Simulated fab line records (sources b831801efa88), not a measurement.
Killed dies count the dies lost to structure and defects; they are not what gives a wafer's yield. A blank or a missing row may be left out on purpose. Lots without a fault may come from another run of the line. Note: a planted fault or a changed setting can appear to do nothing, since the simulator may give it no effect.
Matching of chambers + flow gf180mcu + rie-diel-02 running GF_CONTACT_ETCH_16: 4 sister chambers
The step etches BARC in N2/H2. 8 wafers are shown with their chamber, then 8 later ones without.

## EACH WAFER AND ITS CHAMBER
| wafer  | chamber | oes-product-au (a.u.) | throttle-valve-pct (%) |
|--------|---------|-----------------------|------------------------|
| L087.2 | 0       | 0.854                 | 13.215                 |
| L087.4 | 1       | 0.850                 | 13.239                 |
| L087.5 | 3       | 0.848                 | 13.213                 |
| L087.6 | 2       | 0.849                 | 13.219                 |
| L089.1 | 0       | 0.858                 | 13.225                 |
| L089.2 | 2       | 0.857                 | 13.223                 |
| L089.3 | 3       | 0.862                 | 13.216                 |
| L089.4 | 1       | 0.855                 | 13.212                 |

## WAFERS MISSING THEIR CHAMBER
| wafer  | oes-product-au (a.u.) | throttle-valve-pct (%) |
|--------|-----------------------|------------------------|
| L089.5 | 0.856                 | 13.215                 |
| L089.6 | 0.855                 | 13.233                 |
| L091.1 | 0.856                 | 13.218                 |
| L091.2 | 0.851                 | 13.216                 |
| L091.3 | 0.861                 | 13.216                 |
| L091.4 | 0.855                 | 13.232                 |
| L091.5 | 0.849                 | 13.225                 |
| L091.6 | 0.852                 | 13.220                 |

## WHICH CHAMBER EACH WENT THROUGH
| wafer  | from the rows above               | in truth |
|--------|-----------------------------------|----------|
| L089.5 | can't be placed: 3 or 0 or 2 or 1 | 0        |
| L089.6 | can't be placed: 1 or 2 or 0 or 3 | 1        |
| L091.1 | can't be placed: 0 or 3 or 2 or 1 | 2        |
| L091.2 | can't be placed: 2 or 3 or 0 or 1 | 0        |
| L091.3 | can't be placed: 0 or 3 or 2 or 1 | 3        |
| L091.4 | can't be placed: 1 or 2 or 0 or 3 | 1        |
| L091.5 | can't be placed: 1 or 2 or 0 or 3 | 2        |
| L091.6 | can't be placed: 2 or 1 or 0 or 3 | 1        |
Correctly placed: 0 of 8. Cannot be placed on the basis of these rows: 8; the candidates contain the true chamber in 8. Placed wrongly: 0.
How it was worked out, from the rows above alone: a wafer's distance from a chamber is the root of the sum, over the readings, of the square of ((its reading less the chamber's mean) divided by the reading's scatter). The wafer belongs to the nearest chamber; if the next one is less than 2 further off, it can't be placed. A chamber's mean is the mean of its shown wafers. The scatter is the square root of a quotient: the sum, over the shown wafers, of each reading's squared deviation from its chamber's mean, divided by wafers minus chambers.
